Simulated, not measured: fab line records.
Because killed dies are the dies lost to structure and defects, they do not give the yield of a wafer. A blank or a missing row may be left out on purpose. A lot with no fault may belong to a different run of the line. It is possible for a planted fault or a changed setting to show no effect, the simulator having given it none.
Split-lot trial :: flow sky130 :: 23 wafers read across 5 lots, on a route 708 steps long

ON THE SPLIT
At SKY_SONOS_ONO_CVD_04 (deposits SiO2 from SiH4/N2O, target thk 5.7199 nm), the setting pressure-mtorr was moved away from the recipe's 400 mTorr on 20 of the 23 wafers read, by -14.2% to +14.7%. All remaining wafers had this setting at the recipe value.

Split to reading: the file shows no intervening step.

THE READING
At SKY_SONOS_ONO_THK_MEAS_05: SONOS_ONO_CVD_04_THK, given in nm. Fault-free wafers of this fab line usually give 5.65 nm, standard deviation 0.094 nm.

wafer: L074.1
tool, chamber at the split: lpcvd-03, 1
pressure-mtorr as run, mTorr: 400
against the recipe: recipe
SONOS_ONO_CVD_04_THK, nm: 5.69
against lot-mates on the recipe: -

wafer: L074.2
tool, chamber at the split: lpcvd-03, 1
pressure-mtorr as run, mTorr: 400
against the recipe: recipe
SONOS_ONO_CVD_04_THK, nm: 5.61
against lot-mates on the recipe: -

wafer: L074.6
tool, chamber at the split: lpcvd-03, 1
pressure-mtorr as run, mTorr: 400
against the recipe: recipe
SONOS_ONO_CVD_04_THK, nm: 5.58
against lot-mates on the recipe: -

wafer: L080.2
tool, chamber at the split: -, -
pressure-mtorr as run, mTorr: 350.8
against the recipe: -12.3%
SONOS_ONO_CVD_04_THK, nm: 5.26
against lot-mates on the recipe: no lot-mate on the recipe

wafer: L080.3
tool, chamber at the split: -, -
pressure-mtorr as run, mTorr: 350.8
against the recipe: -12.3%
SONOS_ONO_CVD_04_THK, nm: 5.28
against lot-mates on the recipe: no lot-mate on the recipe

wafer: L080.4
tool, chamber at the split: -, -
pressure-mtorr as run, mTorr: 350.8
against the recipe: -12.3%
SONOS_ONO_CVD_04_THK, nm: 5.29
against lot-mates on the recipe: no lot-mate on the recipe

wafer: L080.5
tool, chamber at the split: -, -
pressure-mtorr as run, mTorr: 350.8
against the recipe: -12.3%
SONOS_ONO_CVD_04_THK, nm: 5.36
against lot-mates on the recipe: no lot-mate on the recipe

wafer: L080.6
tool, chamber at the split: -, -
pressure-mtorr as run, mTorr: 350.8
against the recipe: -12.3%
SONOS_ONO_CVD_04_THK, nm: 5.32
against lot-mates on the recipe: no lot-mate on the recipe

wafer: L081.1
tool, chamber at the split: -, -
pressure-mtorr as run, mTorr: 361.8
against the recipe: -9.5%
SONOS_ONO_CVD_04_THK, nm: 5.41
against lot-mates on the recipe: no lot-mate on the recipe

wafer: L081.2
tool, chamber at the split: -, -
pressure-mtorr as run, mTorr: 361.8
against the recipe: -9.5%
SONOS_ONO_CVD_04_THK, nm: 5.45
against lot-mates on the recipe: no lot-mate on the recipe

wafer: L081.4
tool, chamber at the split: -, -
pressure-mtorr as run, mTorr: 361.8
against the recipe: -9.5%
SONOS_ONO_CVD_04_THK, nm: 5.40
against lot-mates on the recipe: no lot-mate on the recipe

wafer: L081.5
tool, chamber at the split: -, -
pressure-mtorr as run, mTorr: 361.8
against the recipe: -9.5%
SONOS_ONO_CVD_04_THK, nm: 5.34
against lot-mates on the recipe: no lot-mate on the recipe

wafer: L081.6
tool, chamber at the split: -, -
pressure-mtorr as run, mTorr: 361.8
against the recipe: -9.5%
SONOS_ONO_CVD_04_THK, nm: 5.41
against lot-mates on the recipe: no lot-mate on the recipe

wafer: L082.1
tool, chamber at the split: -, -
pressure-mtorr as run, mTorr: 458.9
against the recipe: +14.7%
SONOS_ONO_CVD_04_THK, nm: 5.99
against lot-mates on the recipe: no lot-mate on the recipe

wafer: L082.3
tool, chamber at the split: -, -
pressure-mtorr as run, mTorr: 458.9
against the recipe: +14.7%
SONOS_ONO_CVD_04_THK, nm: 6.09
against lot-mates on the recipe: no lot-mate on the recipe

wafer: L082.4
tool, chamber at the split: -, -
pressure-mtorr as run, mTorr: 458.9
against the recipe: +14.7%
SONOS_ONO_CVD_04_THK, nm: 6.09
against lot-mates on the recipe: no lot-mate on the recipe

wafer: L082.5
tool, chamber at the split: -, -
pressure-mtorr as run, mTorr: 458.9
against the recipe: +14.7%
SONOS_ONO_CVD_04_THK, nm: 6.16
against lot-mates on the recipe: no lot-mate on the recipe

wafer: L082.6
tool, chamber at the split: -, -
pressure-mtorr as run, mTorr: 458.9
against the recipe: +14.7%
SONOS_ONO_CVD_04_THK, nm: 6.15
against lot-mates on the recipe: no lot-mate on the recipe

wafer: L085.1
tool, chamber at the split: -, -
pressure-mtorr as run, mTorr: 343.1
against the recipe: -14.2%
SONOS_ONO_CVD_04_THK, nm: 5.11
against lot-mates on the recipe: no lot-mate on the recipe

wafer: L085.2
tool, chamber at the split: -, -
pressure-mtorr as run, mTorr: 343.1
against the recipe: -14.2%
SONOS_ONO_CVD_04_THK, nm: 5.13
against lot-mates on the recipe: no lot-mate on the recipe

wafer: L085.3
tool, chamber at the split: -, -
pressure-mtorr as run, mTorr: 343.1
against the recipe: -14.2%
SONOS_ONO_CVD_04_THK, nm: 5.13
against lot-mates on the recipe: no lot-mate on the recipe

wafer: L085.5
tool, chamber at the split: -, -
pressure-mtorr as run, mTorr: 343.1
against the recipe: -14.2%
SONOS_ONO_CVD_04_THK, nm: 5.29
against lot-mates on the recipe: no lot-mate on the recipe

wafer: L085.6
tool, chamber at the split: -, -
pressure-mtorr as run, mTorr: 343.1
against the recipe: -14.2%
SONOS_ONO_CVD_04_THK, nm: 5.07
against lot-mates on the recipe: no lot-mate on the recipe

THE FIT
A straight line over all 23 wafers: SONOS_ONO_CVD_04_THK changes by +0.0307 nm for each +1% of pressure-mtorr; r = +0.98; the points scatter about the line by 0.07 nm.
Too few moved wafers with a lot-mate on the recipe to fit a line net of each lot's own level.

THE WHOLE CHAIN: every reading that the file lists as answering this split, in the file's order
step: SKY_SONOS_ONO_CVD_04
what it does: deposits SiO2 from SiH4/N2O, target thk 5.7199 nm
reading: SiO2_of_SONOS_ONO_CVD_04.thk-nm (the simulator's own value, which no gauge read)
change (the file's fit): +0.0307 nm for each +1% of the setting
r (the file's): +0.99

step: SKY_SONOS_ONO_THK_MEAS_05
what it does: 
reading: SONOS_ONO_CVD_04_THK
change (the file's fit): +0.0307 for each +1% of the setting
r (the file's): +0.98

FILE'S OWN FIT
SONOS_ONO_CVD_04_THK changes by +0.0307 nm for each +1% of pressure-mtorr, r = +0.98.
